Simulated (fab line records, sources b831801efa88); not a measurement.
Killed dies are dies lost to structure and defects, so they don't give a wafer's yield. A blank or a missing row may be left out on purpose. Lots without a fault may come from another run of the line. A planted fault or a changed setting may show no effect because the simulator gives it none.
Which tool did it? | flow sky130 | 10 lots, 29 wafers sampled, at 1 step of a route of 708

WHAT THE GAUGES READ, wafer by wafer
SKY_VIA3_BOW_MEAS_03.
lot  | measured     | on            | VIA3_BOW (um)
L501 | day 39 00:29 | film_metro-04 | 76 75 88
L502 | day 39 02:13 | film_metro-04 | 86 87 73
L504 | day 39 16:25 | film_metro-04 | 83 81 82
L505 | day 39 23:35 | film_metro-02 | 62 78 78
L509 | day 41 00:20 | film_metro-02 | 82 86 95
L513 | day 42 01:28 | film_metro-02 | 76 82 78
L519 | day 43 21:52 | film_metro-03 | 93 84
L522 | day 44 15:57 | film_metro-03 | 75 85 79
L523 | day 44 21:59 | film_metro-02 | 88 72 68
L524 | day 45 10:16 | film_metro-04 | 81 86 82

WHICH TOOL RAN EACH LOT (tool, then ch and the chambers of the sampled wafers, then the start)
The record holds no process step before these readings.

THE ANSWER, worked out from the rows above alone
Rule: what is usual is taken from the lots themselves. Put in order of their means at a reading, lots are off if they are a third of the lots or fewer, leave a main group of 4 or more, and stand apart from it by a gap of 3 or more times the standard deviation of the main group's means; of several such gaps the widest counts. A main group whose means are all the same, to the digits that the tables above print for the reading, isn't used. A lot without any number at a reading at which 4 lots or more have one is off too. The other lots that the step has rows for count as sound.
No lot is off at any reading shown: from this, nothing can be told.

WHAT THE SIMULATOR HAD PUT IN
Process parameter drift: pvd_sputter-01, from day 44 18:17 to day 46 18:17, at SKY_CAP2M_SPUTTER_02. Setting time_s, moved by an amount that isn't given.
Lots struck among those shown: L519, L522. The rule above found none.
